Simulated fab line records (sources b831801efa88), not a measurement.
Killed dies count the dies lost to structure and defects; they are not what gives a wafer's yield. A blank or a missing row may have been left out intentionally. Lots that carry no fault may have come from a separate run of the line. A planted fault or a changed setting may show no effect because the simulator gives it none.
Struck lot and sound lot, side by side :: flow sky130 :: 14 out of 708 route steps
Sound: these wafers, L332.1, L332.4, L332.6. The struck wafers were L330.2, L330.5, L330.6. The cause is given at the end.
Each step with rows lists, per side, the tool, then ch with its chambers, then its first start. Under that, the readings that differ: sound wafers :: struck wafers :: difference of the means :: sigmas: that difference in standard deviations of wafers without a fault.
alike: a reading whose means differ by less than 2 such deviations, as well as words and numbers matching on both sides. not compared: withheld readings; readings where some wafer has no value; bounds like >300 that might hide an equal value; numbers whose values overlap and for which the record gives no deviation.
Wherever a step has rows on one side only, a row that says differs or no value, or a row with sigmas, the two part there. Numbers that have no deviation but don't overlap get no sigmas and don't part them. A reading missing from all wafers of one side parts the sides only when that side holds two or more wafers.

first, 6 steps without rows for these wafers: SKY_METAL5_HMDS_08 (prime time 60 s); SKY_METAL5_COAT_09 (resist thk 1800 nm); SKY_METAL5_SOFTBAKE_10 (time 60 s); SKY_METAL5_EXPOSE_11 (exposes mask MM5, target cd 1600 nm); SKY_METAL5_PEB_12; SKY_METAL5_DEVELOP_13 (develop time 60 s).
SKY_METAL5_DESCUM_14: chemistry O2, time 11 s.
  sound on rie metal-03 ch 0,1, day 48 06:55; struck on rie metal-01 ch 0,1, day 47 14:44
  alike: drypump motor current A, oes product au
  not compared: rf hours counter h
SKY_METAL5_METAL_ETCH_15: etches the open film in Cl2/BCl3, stops on SiO2, target depth 1260 nm, time 252 s.
  sound on rie metal-03 ch 0,1, day 48 06:57; struck on rie metal-01 ch 0,1, day 47 14:47
  alike: drypump motor current A, oes product au, throttle valve pct
  not compared: rf hours counter h
SKY_METAL5_STRIP_16: strips in O2/N2.
  sound on plasma asher-03 ch 0,1, day 48 07:11; struck on plasma asher-04 ch 0,1, day 47 15:01
  alike: drypump motor current A, oes product au, strip time to endpoint s
  not compared: rf hours counter h
then, 3 steps without rows for these wafers: SKY_METAL5_STRIP_17 (strips in post etch residue remover, time 1200 s); SKY_METAL5_CLEAN_18 (cleans in IPA, time 180 s); SKY_METAL5_CLEAN_19 (cleans in O3/DIW).
SKY_PASSIVATION_CVD_00: deposits SiO2, target thk 90 nm.
  sound on pecvd-02 ch 0,1, day 48 07:47; struck on pecvd-02 ch 1,2, day 47 15:36
  no value came back on the struck wafers for heater power outer w (W), heater power w (W); on the sound wafers heater power outer w (W) reads 341 418 350
SKY_PAD_OPEN_PROBE_99:
  the record has rows for the sound wafers here (prober-02, day 49 22:02) and none for the struck ones

## WHERE THEY PART
First at SKY_PASSIVATION_CVD_00; last, within this record, at SKY_PAD_OPEN_PROBE_99.

WHY: whatever the simulator had introduced
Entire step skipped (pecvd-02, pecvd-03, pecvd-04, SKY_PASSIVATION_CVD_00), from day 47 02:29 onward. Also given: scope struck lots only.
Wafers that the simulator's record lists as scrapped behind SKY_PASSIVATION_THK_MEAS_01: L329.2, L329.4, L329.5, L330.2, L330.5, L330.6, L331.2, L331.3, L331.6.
